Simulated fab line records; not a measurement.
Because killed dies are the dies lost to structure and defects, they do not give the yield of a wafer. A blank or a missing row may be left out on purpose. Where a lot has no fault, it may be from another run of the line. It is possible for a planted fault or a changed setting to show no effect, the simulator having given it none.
The tool behind it: which one? + flow sky130 + 11 lots, 33 wafers sampled, at 4 steps of a route of 708

== WHAT EACH GAUGE READ, for each wafer ==
SKY_PASSIVATION_THK_MEAS_03.
| lot  | measured     | on            | PASSIVATION_CVD_02_THK (nm) |
|------|--------------|---------------|-----------------------------|
| L772 | day 44 23:16 | film_metro-04 | 538 540 543                 |
| L775 | day 46 00:02 | film_metro-04 | 525 538 538                 |
| L776 | day 46 06:57 | film_metro-03 | 537 552 551                 |
| L777 | day 46 13:11 | film_metro-02 | 537 532 537                 |
| L782 | day 47 16:40 | film_metro-04 | 595 591 603                 |
| L783 | day 47 23:27 | film_metro-03 | 586 610 600                 |
| L786 | day 48 12:47 | film_metro-02 | 537 548 548                 |
| L791 | day 49 16:26 | film_metro-03 | 537 542 551                 |
| L790 | day 49 20:04 | film_metro-02 | 550 551 545                 |
| L792 | day 49 21:31 | film_metro-04 | 549 548 538                 |
| L793 | day 49 22:23 | film_metro-02 | 539 551 536                 |

== TOOL THAT RAN EACH LOT (tool first, then ch and the chambers of the sampled wafers, then the start) ==
| lot  | SKY_METAL4_DESCUM_15              | SKY_VIA4_CMP_21               | SKY_PASSIVATION_CVD_02          |
|------|-----------------------------------|-------------------------------|---------------------------------|
| L772 | rie_metal-02 ch 0,1, day 42 21:06 | cmp-02 ch 0,1,3, day 43 23:22 | pecvd-01 ch 1,2, day 44 23:02   |
| L775 | rie_metal-01 ch 0,1, day 43 23:18 | cmp-02 ch 0,1,2, day 45 00:24 | pecvd-02 ch 0,1, day 45 23:49   |
| L776 | rie_metal-03 ch 0,1, day 44 07:38 | cmp-02 ch 0,1,3, day 45 07:27 | pecvd-04 ch 0,1, day 46 06:37   |
| L777 | rie_metal-02 ch 0,1, day 44 13:41 | cmp-02 ch 1,2,3, day 45 13:56 | pecvd-02 ch 0,1,2, day 46 12:56 |
| L782 | rie_metal-02 ch 0,1, day 45 19:35 | cmp-02 ch 0,2,3, day 46 19:24 | pecvd-01 ch 0,2, day 47 16:26   |
| L783 | rie_metal-01 ch 1, day 46 02:32   | cmp-02 ch 0,2, day 47 02:00   | pecvd-01 ch 0,1,2, day 47 23:13 |
| L786 | rie_metal-03 ch 0,1, day 46 16:53 | cmp-01 ch 0,2,3, day 47 15:41 | pecvd-04 ch 0,2, day 48 12:33   |
| L791 | rie_metal-02 ch 0,1, day 47 22:27 | cmp-02 ch 0,1,3, day 48 20:29 | pecvd-04 ch 0,2, day 49 16:13   |
| L790 | rie_metal-03 ch 0,1, day 48 02:07 | cmp-01 ch 0,3, day 49 00:31   | pecvd-04 ch 0,1,2, day 49 19:49 |
| L792 | rie_metal-01 ch 0,1, day 48 04:23 | cmp-01 ch 1,2, day 49 01:41   | pecvd-04 ch 0,1,2, day 49 21:23 |
| L793 | rie_metal-03 ch 1, day 48 05:14   | cmp-01 ch 1,2, day 49 02:44   | pecvd-04 ch 1,2, day 49 22:09   |
- SKY_METAL4_DESCUM_15: chemistry O2, time 8 s.
- SKY_VIA4_CMP_21: polishes, stops on SiO2, t overpolish 25 s, target thk 0 nm.
- SKY_PASSIVATION_CVD_02: deposits Si3N4, target thk 540 nm.

== WHAT THE TOOLS THEMSELVES READ (means of the sampled wafers that have a number; where no wafer has one, the mark that the record gives instead) ==
SKY_METAL4_DESCUM_15.
| lot  | tool         | drypump_motor_current_A (A) | oes_product_au (a.u.) |
|------|--------------|-----------------------------|-----------------------|
| L772 | rie_metal-02 | 5.85                        | 0.959                 |
| L775 | rie_metal-01 | 6.25                        | 0.990                 |
| L776 | rie_metal-03 | 5.92                        | 0.982                 |
| L777 | rie_metal-02 | 5.98                        | 0.977                 |
| L782 | rie_metal-02 | 5.85                        | 0.967                 |
| L783 | rie_metal-01 | 6.43                        | 1.009                 |
| L786 | rie_metal-03 | 5.92                        | 0.978                 |
| L791 | rie_metal-02 | 5.96                        | 0.988                 |
| L790 | rie_metal-03 | 5.91                        | 0.986                 |
| L792 | rie_metal-01 | 6.34                        | 1.013                 |
| L793 | rie_metal-03 | 5.72                        | 0.990                 |

SKY_VIA4_CMP_21.
| lot  | tool   | motor_current_A (A) | overpolish_run_s (s) | retaining_ring_pressure_frac | time_to_endpoint_s (s) |
|------|--------|---------------------|----------------------|------------------------------|------------------------|
| L772 | cmp-02 | 10.6                | 25.003               | 1.003                        | 127                    |
| L775 | cmp-02 | 10.6                | 24.997               | 1.000                        | 123                    |
| L776 | cmp-02 | 10.7                | 25.002               | 1.001                        | 134                    |
| L777 | cmp-02 | 10.7                | 24.987               | 0.998                        | 128                    |
| L782 | cmp-02 | 10.2                | 25.008               | 0.995                        | 118                    |
| L783 | cmp-02 | 10.4                | 25.000               | 0.999                        | 119                    |
| L786 | cmp-01 | 11.5                | 24.986               | 0.993                        | 118                    |
| L791 | cmp-02 | 10.7                | 25.000               | 0.997                        | 122                    |
| L790 | cmp-01 | 11.8                | 24.995               | 0.994                        | 125                    |
| L792 | cmp-01 | 11.1                | 25.003               | 1.004                        | 121                    |
| L793 | cmp-01 | 10.5                | 24.995               | 1.001                        | 126                    |

SKY_PASSIVATION_CVD_02.
| lot  | tool     | heater_power_w (W) | rf_fwd_power_W (W) |
|------|----------|--------------------|--------------------|
| L772 | pecvd-01 | 705                | 448.3              |
| L775 | pecvd-02 | 793                | 449.4              |
| L776 | pecvd-04 | 754                | 450.5              |
| L777 | pecvd-02 | 757                | 449.1              |
| L782 | pecvd-01 | 636                | 628.8              |
| L783 | pecvd-01 | 651                | 628.1              |
| L786 | pecvd-04 | 764                | 448.6              |
| L791 | pecvd-04 | 742                | 448.7              |
| L790 | pecvd-04 | 712                | 447.3              |
| L792 | pecvd-04 | 772                | 448.4              |
| L793 | pecvd-04 | 673                | 450.1              |

== THE ANSWER, worked out from the rows above alone ==
Rule: what is usual is taken from the lots themselves. Put in order of their means at a reading, lots are off if they are a third of the lots or fewer, leave a main group of 4 or more, and stand apart from it by a gap of 3 or more times the standard deviation of the main group's means; of several such gaps the widest counts. If all means in a main group match to the digits the tables above print for the reading, that group is not used. A lot without any number at a reading at which 4 lots or more have one is off too. Where the step has rows for the other lots, those lots are counted as sound. The gauges are gone through in route order, then the tools' own readings, and for those a lot's mean is taken as printed above. The first step at which some lot is off is used, and at that step the reading that is off furthest; a lot without a number counts as furthest.
Off: L782, L783, seen at SKY_PASSIVATION_THK_MEAS_03 (PASSIVATION_CVD_02_THK). Main group: mean 542 nm, sd 4.7.
If a tool, at a process step before that reading, ran all the lots that are off and no sound lot after the first of them, it fits. Not tried: the gauges at SKY_PASSIVATION_THK_MEAS_03; whatever is off there is also off at SKY_PASSIVATION_CVD_02, on other tools, and gauge error can't account for it. One candidate fits, namely pecvd-01 at SKY_PASSIVATION_CVD_02. A fault onset in the window from L772 (day 44 23:02, its last sound lot) to L782 (day 47 16:26, its first lot off) fits.
On the lots that are off, the tool's own readings at SKY_PASSIVATION_CVD_02 differ by more than 5 times the standard deviation of the sound lots' means, which bears it out; rf_fwd_power_W reads 628.5 W there versus 448.9 W on the sound lots.

== WHAT HAD BEEN PUT IN BY THE SIMULATOR ==
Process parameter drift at SKY_PASSIVATION_CVD_02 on pecvd-01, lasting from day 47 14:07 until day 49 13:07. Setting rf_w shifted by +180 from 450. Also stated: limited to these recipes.
Struck lots among those shown: L782, L783. Same finding as the rule above.
